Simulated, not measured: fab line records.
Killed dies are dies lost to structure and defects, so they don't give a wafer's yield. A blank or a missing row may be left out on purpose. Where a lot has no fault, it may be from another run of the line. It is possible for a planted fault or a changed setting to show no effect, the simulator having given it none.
2 desks looking at one fault / flow sky130 / numbers are kept per desk, each desk with only its own; the story behind them comes last

METROLOGY DESK
What the gauges read for every lot (on any tool): the sampled wafers with a number, averaged. The brackets show how far a lot's mean lies from the usual mean; more than 4 standard deviations puts the lot out of limits, marked OUT.
Columns: A = PASSIVATION_CVD_00_THK at SKY_PASSIVATION_THK_MEAS_01, usual 90.1 nm; B = PASSIVATION_CVD_02_THK at SKY_PASSIVATION_THK_MEAS_03, usual 541 nm
lot=L325; first seen here=day 44 08:59; A=89.5; B=541
lot=L330; first seen here=day 45 15:35; A=90.2; B=543
lot=L339; first seen here=day 47 21:16; A=90.4; B=541
lot=L343; first seen here=day 48 14:46; A=89.1; B=546
lot=L346; first seen here=day 49 08:11; A=89.2; B=548
lot=L347; first seen here=day 49 10:11; A=89.6; B=536
Finding of this desk: none of the 6 lots has anything out of limits.

AT THE TOOL OWNER'S DESK: rie diel-01
The tool's own readings at SKY_PASSIVATION_ETCH_11 (etches the open film in CF4/O2, stops on AlCu, target depth 725 nm, time 161.1 s): means of the sampled wafers that have a number, for each lot that ran on this tool. The brackets show how far a lot's mean lies from the usual mean; more than 4 standard deviations puts the lot out of limits, marked OUT.
Columns: A = O2_flow_sccm at SKY_PASSIVATION_ETCH_11, usual 10.00 sccm; B = drypump motor current A at SKY_PASSIVATION_ETCH_11, usual 5.8 A; C = oes product au at SKY_PASSIVATION_ETCH_11, usual 0.979 a.u.; D = run length s at SKY_PASSIVATION_ETCH_11, usual 189.6 s; E = throttle valve pct at SKY_PASSIVATION_ETCH_11, usual 5.964 %
lot=L330; first seen here=day 46 12:22; A=9.98; B=6.0; C=0.980; D=189.9; E=5.969
lot=L339; first seen here=day 48 16:38; A=10.03; B=5.9; C=0.992; D=184.1 (-12) OUT; E=5.967
lot=L343; first seen here=day 49 08:52; A=10.01; B=5.9; C=0.982; D=185.4 (-8.8) OUT; E=5.971
Finding of this desk: L339, L343 out of limits; the first was L339 at day 48 16:38, on run length s at SKY_PASSIVATION_ETCH_11. L330: within limits.

ALL TOGETHER
On L339, L343, at day 48 16:38, an alarm was possible from the tool owner's desk.
The metrology desk saw nothing out of limits.
The metrology desk holds a record of L339, L343, inside its limits.
Every lot named ran SKY_PASSIVATION_ETCH_11 on rie diel-01.

WHAT THE SIMULATOR PUT IN
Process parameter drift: rie diel-01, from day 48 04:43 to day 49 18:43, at SKY_PASSIVATION_ETCH_11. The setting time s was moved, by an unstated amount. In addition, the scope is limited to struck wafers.
Shown lots that were struck: L339, L343.
Time in hours from fault onset to the first out-of-limits reading at each desk: the tool owner's desk, 12.
